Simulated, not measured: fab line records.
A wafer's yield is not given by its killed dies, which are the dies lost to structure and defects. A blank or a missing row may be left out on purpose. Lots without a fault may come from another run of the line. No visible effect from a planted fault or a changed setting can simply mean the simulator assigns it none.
Which tool is to blame? || flow gf180mcu || 18 wafers from 6 lots sampled at 3 of the route's 602 steps

WHAT EACH GAUGE READ, for each wafer
GF_V5_RS_MEAS_24: measurement is done with a four-point probe.
{"lot": "L839", "measured": "day 28 10:31", "on": "filmMetro-04", "V5_W_RS (ohm/sq)": "0.331 0.331 0.331"}
{"lot": "L840", "measured": "day 28 17:47", "on": "filmMetro-03", "V5_W_RS (ohm/sq)": "0.326 0.326 0.326"}
{"lot": "L842", "measured": "day 29 06:00", "on": "filmMetro-03", "V5_W_RS (ohm/sq)": "0.331 0.329 0.329"}
{"lot": "L849", "measured": "day 31 02:34", "on": "filmMetro-02", "V5_W_RS (ohm/sq)": "0.329 0.329 0.326"}
{"lot": "L852", "measured": "day 31 22:58", "on": "filmMetro-02", "V5_W_RS (ohm/sq)": "0.331 0.333 0.328"}
{"lot": "L858", "measured": "day 33 09:20", "on": "filmMetro-04", "V5_W_RS (ohm/sq)": "0.332 0.331 0.335"}

WHAT TOOL EACH LOT RAN ON (gives the tool, then ch and the chambers of the sampled wafers, and finally the start)
{"lot": "L839", "GF_V3_CMP_26": "cmp-01 ch 0,3, day 23 18:23", "GF_V5_SPUTTER_22": "pvdSputter-04, day 28 10:18"}
{"lot": "L840", "GF_V3_CMP_26": "cmp-02 ch 0,2,3, day 24 04:52", "GF_V5_SPUTTER_22": "pvdSputter-03, day 28 17:38"}
{"lot": "L842", "GF_V3_CMP_26": "cmp-02 ch 1,2,3, day 24 17:07", "GF_V5_SPUTTER_22": "pvdSputter-04, day 29 05:50"}
{"lot": "L849", "GF_V3_CMP_26": "cmp-02 ch 0,2,3, day 26 20:04", "GF_V5_SPUTTER_22": "pvdSputter-04, day 31 02:25"}
{"lot": "L852", "GF_V3_CMP_26": "cmp-01 ch 0,1,2, day 27 17:41", "GF_V5_SPUTTER_22": "pvdSputter-01, day 31 22:49"}
{"lot": "L858", "GF_V3_CMP_26": "cmp-01 ch 0,1,2, day 29 11:19", "GF_V5_SPUTTER_22": "pvdSputter-01, day 33 09:11"}
- GF_V3_CMP_26: polishes, stops on SiO2, t overpolish 15 s, target thk 0 nm.
- GF_V5_SPUTTER_22: material TiN, target thk 10 nm, time 40 s.

THE ANSWER, worked out from the rows above alone
Rule: the usual values come from the lots themselves. The widest of any qualifying gaps counts: lots, ordered by their means at a reading, are off when they make up no more than a third of the lots, leave a main group of 4 or more, and stand apart from it by 3 or more times the standard deviation of that group's means. The tables above print the reading to a certain number of digits; a main group whose means all agree to those digits is not used. A lot without any number at a reading at which 4 lots or more have one is off too. Any other lot the step has rows for is counted as sound.
None of the lots is off at any reading shown; this tells nothing.

WHAT WAS PUT IN BY THE SIMULATOR
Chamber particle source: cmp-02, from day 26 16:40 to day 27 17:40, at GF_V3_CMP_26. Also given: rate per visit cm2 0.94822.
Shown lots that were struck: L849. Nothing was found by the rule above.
